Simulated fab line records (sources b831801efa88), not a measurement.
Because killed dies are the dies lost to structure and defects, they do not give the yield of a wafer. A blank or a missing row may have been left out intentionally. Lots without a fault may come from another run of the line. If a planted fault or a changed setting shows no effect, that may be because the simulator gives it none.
Struck lot and sound lot, side by side + flow sky130 + 17 steps out of a route of 708
Sound: the wafers L949.1, L949.2, L949.3. Struck: wafers L948.1, L948.6. (L948.3 of the same lot was not struck and is left out.) The cause comes at the end.
For every step that has rows: the tool of each side, followed by ch and its chambers, followed by its first start. Under that, the readings that differ: sound wafers + struck wafers + difference of the means + sigmas: that difference in standard deviations of wafers without a fault.
alike: same words and numbers on both sides, and readings whose means sit less than 2 such deviations apart. not compared: any withheld reading, any reading some wafer has no value for, any bound like >300 that may hide the same value, and any number with overlapping values for which the record gives no deviation.
Wherever a step has rows on one side only, a row that says differs or no value, or a row with sigmas, the two part there. Numbers that have no deviation but don't overlap get no sigmas and don't part them. Lack of a reading on every wafer of one side parts them only where that side has two or more wafers.

SKY_LOCAL_INTERCONNECT_RS_MEAS_01: measurement is done with a four-point probe.
  sound on filmMetro-01, day 34 08:43; struck on filmMetro-02, day 34 07:43
  alike: LOCAL_INTERCONNECT_TIN_RS
SKY_LOCAL_INTERCONNECT_THK_MEAS_02: measures by xrf.
  sound on filmMetro-01, day 34 08:50; struck on filmMetro-02, day 34 07:50
  alike: LOCAL_INTERCONNECT_TIN_THK
then, 8 steps without rows for these wafers: SKY_LOCAL_INTERCONNECT_DEHYDRATE_03 (time 60 s); SKY_LOCAL_INTERCONNECT_HMDS_04 (prime time 60 s); SKY_LOCAL_INTERCONNECT_COAT_05 (resist thk 60 nm); SKY_LOCAL_INTERCONNECT_COAT_06 (resist thk 450 nm); SKY_LOCAL_INTERCONNECT_SOFTBAKE_07 (time 90 s); SKY_LOCAL_INTERCONNECT_EXPOSE_08 (exposes mask LI1M, target cd 170 nm); SKY_LOCAL_INTERCONNECT_PEB_09; SKY_LOCAL_INTERCONNECT_DEVELOP_10 (develop time 60 s).
SKY_LOCAL_INTERCONNECT_CD_MEAS_11: the cd target is 170 nm.
  sound on cdSem-01, day 35 11:50; struck on cdSem-02, day 35 10:46
  alike: cdNm
SKY_LOCAL_INTERCONNECT_OVL_MEAS_12:
  sound on overlay-01, day 35 11:57; struck on overlay-02, day 35 10:53
  alike: LOCAL_INTERCONNECT_OVL
SKY_LOCAL_INTERCONNECT_ETCH_13: etches BARC in N2/H2, stops on SiO2, time 45.9 s, target depth 60 nm.
  sound on rieMetal-01 ch 0,1, day 35 11:59; struck on rieMetal-02 ch 1, day 35 10:55
| reading                                                  | sound             | struck      | difference | sigmas |
|----------------------------------------------------------|-------------------|-------------|------------|--------|
| model.KrF-thick_of_LOCAL_INTERCONNECT_COAT_06.thkNm (nm) | 392.4 392 391.8   | 368.1 366.6 | -24.7      |        |
| model.LOCAL_INTERCONNECT.cdNm (nm)                       | 169.8 171.7 171.2 | 164.8 165.9 | -5.5       |        |
| model.SiO2_of_SONOS_ONO_CVD_04.thkNm (nm)                | 4.05 4.21 4.074   | 2.849 2.922 | -1.226     |        |
  alike: drypumpMotorCurrentA, h2FlowSccm, oesProductAu, throttleValvePct
  not compared: rfHoursCounterH
SKY_LOCAL_INTERCONNECT_METAL_ETCH_14: etches TiN in Cl2/BCl3, stops on PSG, target depth 110 nm, time 31.4 s.
  sound on rieMetal-01 ch 0,1, day 35 12:03; struck on rieMetal-02 ch 1, day 35 10:59
| reading                                                  | sound             | struck      | difference | sigmas |
|----------------------------------------------------------|-------------------|-------------|------------|--------|
| model.KrF-thick_of_LOCAL_INTERCONNECT_COAT_06.thkNm (nm) | 349 347.6 348     | 324.2 323.1 | -24.6      |        |
| model.LOCAL_INTERCONNECT.cdNm (nm)                       | 169.1 172.2 171.6 | 165.4 166.9 | -4.8       |        |
  alike: drypumpMotorCurrentA, oesProductAu, throttleValvePct
  not compared: rfHoursCounterH
SKY_LOCAL_INTERCONNECT_STRIP_15: strips in O2/N2.
  sound on plasmaAsher-03 ch 0,1, day 35 12:07; struck on plasmaAsher-02 ch 0, day 35 11:02
| reading                  | sound             | struck      | difference | sigmas |
|--------------------------|-------------------|-------------|------------|--------|
| oesProductAu (a.u.)      | 0.426 0.430 0.427 | 0.419 0.409 | -0.014     | -3     |
| stripTimeToEndpointS (s) | 4.711 4.700 4.720 | 4.471 4.449 | -0.250     | -13    |
  alike: drypumpMotorCurrentA
  not compared: rfHoursCounterH
then, 1 step without rows for these wafers: SKY_LOCAL_INTERCONNECT_STRIP_16 (strips in post etch residue remover, time 1200 s).
-- record jumps: 14 days separate the struck wafers' starts on either side; left off in module LOCAL_INTERCONNECT, taken up again in module PAD_OPEN, whose first shown step is the route's number 708 --
SKY_PAD_OPEN_PROBE_99:
  sound on prober-02, day 49 13:44; struck on prober-01, day 49 11:58
| reading                     | sound             | struck      | difference | sigmas |
|-----------------------------|-------------------|-------------|------------|--------|
| model.etest.resLi.lineOhmUm | 74.18 74.37 73.06 | 77.03 76.44 | +2.86      |        |
  alike: killed_at_M0_to_M3, killed_at_M4_up, killedAtContacts, killedAtFrontEnd, killedAtOther, killedDies, killedOpen, killedShort

WHERE THEY PART
At SKY_LOCAL_INTERCONNECT_STRIP_15 and nowhere else, as far as this record goes. Later steps at which nothing parts them and some readings are alike: SKY_PAD_OPEN_PROBE_99.

WHY: whatever the simulator had introduced
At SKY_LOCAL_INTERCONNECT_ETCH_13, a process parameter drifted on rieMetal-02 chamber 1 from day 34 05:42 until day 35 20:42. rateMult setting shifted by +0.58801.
